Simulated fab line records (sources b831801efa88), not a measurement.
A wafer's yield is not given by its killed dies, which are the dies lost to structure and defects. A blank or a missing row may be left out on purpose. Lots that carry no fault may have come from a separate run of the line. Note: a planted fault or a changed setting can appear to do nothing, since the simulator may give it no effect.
Code-filled problem report in 8D (eight disciplines) form -- flow gf180mcu -- the parts of the form that need people (team, actions taken, sign-off) are left out

== 1. THE ISSUE ==
NSD_RS at GF_PSD_RS_MEAS_14 reads a mean of 47.36 ohm/sq on 1 wafer of 1 lot; wafers without a fault read 46.11 ohm/sq with a standard deviation of 0.092. Relative to the usual mean, that is a shift of +14 standard deviations.
The step: measures by four-point-probe.
Seen first at day 17 18:52 on film-metro-04, wafer L504.4. The record has a number at this step for 39 wafers belonging to 13 lots. Rule for "out", or "out of limits": more than 4 standard deviations from the usual mean. All remaining wafers that have a number are taken as sound.

== 2. WHAT IT IS; WHAT IT IS NOT ==
question,is,is not
which readings at this step,NSD_RS,-
which lots,L504,"L494, L496, L500, L501, L508, L510, L512, L513, L514, L515, L516, L517"
which wafers of those lots,L504.4,"L504.5, L504.6"
read on which gauges,film-metro-04,"film-metro-01, film-metro-03"
when,from day 17 18:52,"up to then (14 sound wafers); but 24 sound wafers of L508, L510, L512, L513, L514, L515, L516, L517 came after"

== 3. THE SUSPECTS, EACH WITH WHAT RULES IT OUT ==
Counting: if a tool at a process step up to the reading ran every lot that is out, it stays a suspect. Sound lots after the first of them don't rule it out here, since some wafers of a struck lot are sound.
- the gauge at GF_PSD_RS_MEAS_14: kept. All the wafers that are out were read on film-metro-04, and no step on other tools shows them out.
- implanter-02 at GF_NSD_IMPLANT_10: kept. It ran the lot that is out, L504 (day 16 18:53); its last sound lot up to then is L500 (day 15 08:42).
- plasma-asher-04 at GF_NSD_STRIP_11 (strips in O2/N2): kept. It ran the lot that is out, L504 (day 16 19:00).
After the count, these remain: implanter-02 at GF_NSD_IMPLANT_10, plasma-asher-04 at GF_NSD_STRIP_11 and film-metro-04 at GF_PSD_RS_MEAS_14.

== 4. THE CAUSE (what the simulator had put in) ==
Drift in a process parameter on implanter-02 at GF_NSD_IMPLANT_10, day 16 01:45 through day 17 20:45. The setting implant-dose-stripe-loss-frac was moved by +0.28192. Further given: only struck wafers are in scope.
3 suspects survive the count, and this tool is in that group.

== 5. THE CHAIN OF EFFECTS, in route order ==
Each row: a reading where the mean over the struck wafers with a number is more than 3 standard deviations away from the usual. Readings are gone through only where the record gives a usual standard deviation; hours: the median, over the lots, of the time from a lot's start at the first step in this table giving one to that lot's start at this step; sigmas: the change measured in usual standard deviations.
hours,step,reading,usual,on struck wafers,change,sigmas
0,GF_NSD_STRIP_11,strip-time-to-endpoint-s,22.97 s,22.84,-0.13,-3.8
24,GF_PSD_RS_MEAS_14,NSD_RS,46.11 ohm/sq,47.36,+1.25,+14
Process steps it contains:
- GF_NSD_STRIP_11: strips in O2/N2.

== 6. WHAT WOULD HAVE CAUGHT IT SOONER ==
In this record the first reading out of limits at a measuring or inspecting step was taken at day 17 18:52, 41 hours after the fault began at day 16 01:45.
By day 17 18:52 the whole set of lots that are out, 1 in number, had already begun GF_NSD_IMPLANT_10 on implanter-02. Had the tool been put on hold then, not one of them would have been saved.
